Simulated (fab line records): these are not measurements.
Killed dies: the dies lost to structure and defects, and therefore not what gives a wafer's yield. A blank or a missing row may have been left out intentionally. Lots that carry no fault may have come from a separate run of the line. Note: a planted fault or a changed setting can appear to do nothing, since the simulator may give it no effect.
A lot that was struck, set against a sound lot	flow sky130	14 out of 708 route steps
Sound: wafers L865.1, L865.2, L865.6. Wafers L853.1, L853.6 were the ones struck. At the end, the cause is stated.
Each step with rows lists, per side, the tool, then ch with its chambers, then its first start. Under that, the readings that differ: sound wafers	struck wafers	difference of the means	sigmas: that difference in standard deviations of wafers without a fault.
alike: readings whose means differ by less than 2 such deviations, and words and numbers that are the same on both sides. not compared: withheld readings, readings that some wafer has no value for, bounds like >300 that may hide the same value, and numbers for which the record gives no deviation and whose values overlap.
The two part at a step that has a row with sigmas, a row that says differs or no value, or rows on one side only. Non-overlapping numbers with no deviation appear without sigmas and do not part them. Lack of a reading on every wafer of one side parts them only where that side has two or more wafers.

SKY_VIA1_ETCH_14: etches BARC in N2/H2, stops on SiO2, time 45.9 s, target depth 60 nm.
  sound on rie-diel-04 ch 0,3, day 40 09:58; struck on rie-diel-03 ch 0,1, day 35 23:25
  alike: drypump-motor-current-A, oes-product-au, throttle-valve-pct
  not compared: rf-hours-counter-h
SKY_VIA1_ETCH_15: etches SiO2 in C4F8/O2/Ar, stops on TiN, target depth 351 nm, time 54 s.
  sound on rie-diel-04 ch 0,3, day 40 10:00; struck on rie-diel-03 ch 0,1, day 35 23:27
  alike: oes-product-au
  not compared: rf-hours-counter-h
then, 4 steps without rows for these wafers: SKY_VIA1_STRIP_16 (strips in O2/N2); SKY_VIA1_STRIP_17 (strips in post etch residue remover, time 1200 s); SKY_VIA1_CLEAN_18 (cleans in IPA, time 180 s); SKY_VIA1_CLEAN_19 (cleans in O3/DIW).
SKY_VIA1_SPUTTER_20: material TiN, target thk 20 nm, time 80 s.
  sound on pvd-sputter-01 at day 40 10:42; struck on pvd-sputter-01 at day 36 00:05
  alike: chamber-pressure-pa, throttle-valve-pct
SKY_VIA1_CVD_21: deposits W, target thk 270 nm, time 80.902 s.
  sound on cvd-w-02 ch 0,1, day 40 10:46; struck on cvd-w-02 ch 1, day 36 00:09
  alike: heater-power-outer-w, heater-power-w
SKY_VIA1_RS_MEAS_22: uses a four-point probe to measure.
  sound on film-metro-02 at day 40 10:52; struck on film-metro-03 at day 36 00:14
  alike: VIA1_W_RS
SKY_VIA1_THK_MEAS_23: measures by xrf.
  sound on film-metro-02 at day 40 10:59; struck on film-metro-03 at day 36 00:22
  alike: VIA1_W_THK
then, 2 steps without rows for these wafers: SKY_VIA1_CMP_24 (polishes, stops on SiO2, t overpolish 15 s, target thk 0 nm); SKY_METAL2_SPUTTER_00 (material Ti, target thk 15 nm, time 10 s).
SKY_METAL2_SPUTTER_01: material TiN, target thk 20 nm, time 16.7 s.
  sound on pvd-sputter-04 at day 40 11:22; struck on pvd-sputter-04 at day 36 00:44
reading	sound	struck	difference	sigmas
model.TiN_of_METAL2_SPUTTER_01.thk-nm (nm)	19.8 19.33 19.72	25.78 25.56	+6.05	
  alike: chamber-pressure-pa, throttle-valve-pct
SKY_METAL2_SPUTTER_02: material AlCu, target thk 250 nm, time 13.3 s.
  sound on pvd-sputter-04 at day 40 11:23; struck on pvd-sputter-04 at day 36 00:46
  alike: chamber-pressure-pa, throttle-valve-pct

== WHERE THEY PART ==
Nowhere in this record.

WHY: what the simulator had put in
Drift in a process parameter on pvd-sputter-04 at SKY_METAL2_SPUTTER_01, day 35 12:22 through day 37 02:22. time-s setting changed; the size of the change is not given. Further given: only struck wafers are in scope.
